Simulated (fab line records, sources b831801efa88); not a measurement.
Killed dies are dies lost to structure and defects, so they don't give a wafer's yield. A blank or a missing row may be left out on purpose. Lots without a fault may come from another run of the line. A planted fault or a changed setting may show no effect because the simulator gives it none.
A struck lot beside a sound one | flow sky130 | 14 steps out of a route of 708
Sound: wafers L984.1, L984.4, L984.6. Struck: wafers L990.1, L990.2, L990.5. The cause comes at the end.
At each step with rows: each side's tool, then ch and its chambers, then its first start. Under that, the readings that differ: sound wafers | struck wafers | difference of the means | sigmas: that difference in standard deviations of wafers without a fault.
alike: readings whose means differ by less than 2 such deviations, and words and numbers that are the same on both sides. not compared: withheld readings, readings that some wafer has no value for, bounds like >300 that may hide the same value, and numbers for which the record gives no deviation and whose values overlap.
The two part at a step that has a row with sigmas, a row that says differs or no value, or rows on one side only. Numbers that don't overlap but have no deviation are shown without sigmas and don't part them. A reading that every wafer of one side lacks parts them only if that side has two wafers or more.

first, 4 steps without rows for these wafers: SKY_RES_XHIGH_EXPOSE_04 (exposes mask URPM, target cd 1270 nm); SKY_RES_XHIGH_PEB_05; SKY_RES_XHIGH_DEVELOP_06 (develop time 60 s); SKY_RES_XHIGH_IMPLANT_07.
SKY_RES_XHIGH_STRIP_08: strips in O2/N2.
  sound on plasma_asher-04 ch 0,1, day 30 03:47; struck on plasma_asher-04 ch 0,1, day 32 04:38
  alike: drypump_motor_current_A, oes_product_au, strip_time_to_endpoint_s
  not compared: rf_hours_counter_h
SKY_RES_XHIGH_TW_MEAS_09:
  sound on film_metro-01, day 30 03:53; struck on film_metro-03, day 32 04:44
  alike: RES_XHIGH_TW
then, 6 steps without rows for these wafers: SKY_SD_N_DEHYDRATE_00 (time 60 s); SKY_SD_N_HMDS_01 (prime time 60 s); SKY_SD_N_COAT_02 (resist thk 1140 nm); SKY_SD_N_SOFTBAKE_03 (time 60 s); SKY_SD_N_EXPOSE_04 (exposes mask NSDM, target cd 380 nm); SKY_SD_N_PEB_05.
SKY_SD_N_DEVELOP_06: develop time 60 s.
  sound on litho_track-02 ch 0, day 31 06:32; struck on litho_track-02 ch 0, day 33 06:50
  reading              | sound             | struck            | difference | sigmas
  developer_temp_C (C) | 22.84 22.96 23.03 | 20.79 20.72 20.70 | -2.21      | -22
SKY_SD_N_CD_MEAS_07: target cd 380 nm.
  sound on cd_sem-02, day 31 06:41; struck on cd_sem-01, day 33 06:59
  alike: cd_nm

WHERE THEY PART
Only at SKY_SD_N_DEVELOP_06, within this record. Later steps at which nothing parts them and some readings are alike: SKY_SD_N_CD_MEAS_07.

WHY: what the simulator had put in
Process parameter drift: litho_track-02, from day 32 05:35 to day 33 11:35, at SKY_SD_N_DEVELOP_06. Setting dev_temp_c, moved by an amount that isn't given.
